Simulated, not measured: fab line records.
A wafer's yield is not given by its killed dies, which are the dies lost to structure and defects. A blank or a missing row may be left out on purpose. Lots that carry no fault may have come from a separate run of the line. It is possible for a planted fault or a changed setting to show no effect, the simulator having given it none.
Chamber matching    flow sky130    SKY_CONTACT_HDPCVD_02 on hdpcvd-02 has 3 sister chambers
The step deposits SiO2, target thk 565 nm, time 94.2 s. 6 wafers are shown with their chamber, then 8 later ones without.

WAFERS WITH THEIR CHAMBER
wafer   chamber  susceptor temp C (C)
L680.1  2        600.26
L680.2  0        599.62
L680.4  2        599.73
L681.1  0        600.64
L681.4  1        599.91
L682.2  1        599.95

WAFERS WHOSE CHAMBER IS MISSING
wafer   susceptor temp C (C)
L682.4  600.18
L682.5  600.17
L685.1  599.85
L685.2  600.03
L685.5  600.16
L686.1  600.25
L686.5  599.59
L686.6  600.06

WHICH CHAMBER EACH ONE RAN IN
wafer   from the rows above           in truth
L682.4  can't be placed: 0 or 2 or 1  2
L682.5  can't be placed: 0 or 2 or 1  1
L685.1  can't be placed: 1 or 2 or 0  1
L685.2  can't be placed: 2 or 1 or 0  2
L685.5  can't be placed: 0 or 2 or 1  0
L686.1  can't be placed: 0 or 2 or 1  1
L686.5  can't be placed: 1 or 2 or 0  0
L686.6  can't be placed: 2 or 0 or 1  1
Correctly placed: 0 of 8. Cannot be placed on the basis of these rows: 8; the candidates contain the true chamber in 8. Placed wrongly: 0.
How it was worked out, from the rows above alone: a wafer's distance from a chamber is the root of the sum, over the readings, of the square of ((its reading less the chamber's mean) divided by the reading's scatter). If the next closest chamber is less than 2 further off than the closest, the wafer can't be placed; otherwise it belongs to the closest. The mean given for a chamber averages the wafers shown for that chamber. The scatter: the root of (the sum of the squares of (reading less its chamber's mean) over the shown wafers, divided by (wafers less chambers)).
